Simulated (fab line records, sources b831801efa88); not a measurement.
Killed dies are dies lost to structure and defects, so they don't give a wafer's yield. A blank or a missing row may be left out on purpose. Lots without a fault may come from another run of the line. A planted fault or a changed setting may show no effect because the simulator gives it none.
One fault seen from 2 desks | flow sky130 | each desk has only its own numbers; what lay behind them comes last

THE METROLOGY DESK
What the gauges read, lot by lot, whatever tool the lot ran on: means of the sampled wafers that have a number. A lot is out of limits, marked OUT, if its mean lies more than 4 standard deviations from the usual mean; the brackets give that distance.
Columns: A = VIA4_OVL at SKY_VIA4_OVL_MEAS_11, usual -0.3 nm
lot  | first seen here | A
L183 | day 42 00:39    | 0.8
L185 | day 43 01:50    | 1.0
L188 | day 44 10:41    | 1.4
L190 | day 44 12:18    | -1.5
L192 | day 44 22:48    | -0.6
L195 | day 45 18:02    | -0.1
L196 | day 45 19:29    | -1.5
L197 | day 46 02:10    | -1.2
L198 | day 47 03:20    | 0.7
L205 | day 48 01:26    | 0.2
L204 | day 48 01:44    | 2.1
L206 | day 48 14:35    | -1.8
This desk's finding: nothing out of limits on any of the 12 lots.

THE TOOL OWNER'S DESK: rie_metal-04
The tool's own readings at SKY_METAL4_ETCH_16 (etches BARC in N2/H2, stops on SiO2, time 88.2 s, target depth 60 nm): means of the sampled wafers that have a number, for each lot that ran on this tool. A lot is out of limits, marked OUT, if its mean lies more than 4 standard deviations from the usual mean; the brackets give that distance.
Columns: A = drypump_motor_current_A at SKY_METAL4_ETCH_16, usual 6.0 A; B = oes_product_au at SKY_METAL4_ETCH_16, usual 0.626 a.u.; C = throttle_valve_pct at SKY_METAL4_ETCH_16, usual 13.205 %
lot  | first seen here | A   | B     | C
L185 | day 42 00:49    | 6.0 | 0.627 | 13.209
L190 | day 43 11:44    | 6.5 | 0.624 | 13.194
L192 | day 43 23:13    | 6.5 | 0.623 | 13.204
L206 | day 47 17:32    | 6.0 | 0.623 | 13.204
This desk's finding: nothing out of limits on any of the 4 lots.

PUT TOGETHER
The metrology desk saw nothing out of limits.
The tool owner's desk saw nothing out of limits.

WHAT THE SIMULATOR HAD PUT IN
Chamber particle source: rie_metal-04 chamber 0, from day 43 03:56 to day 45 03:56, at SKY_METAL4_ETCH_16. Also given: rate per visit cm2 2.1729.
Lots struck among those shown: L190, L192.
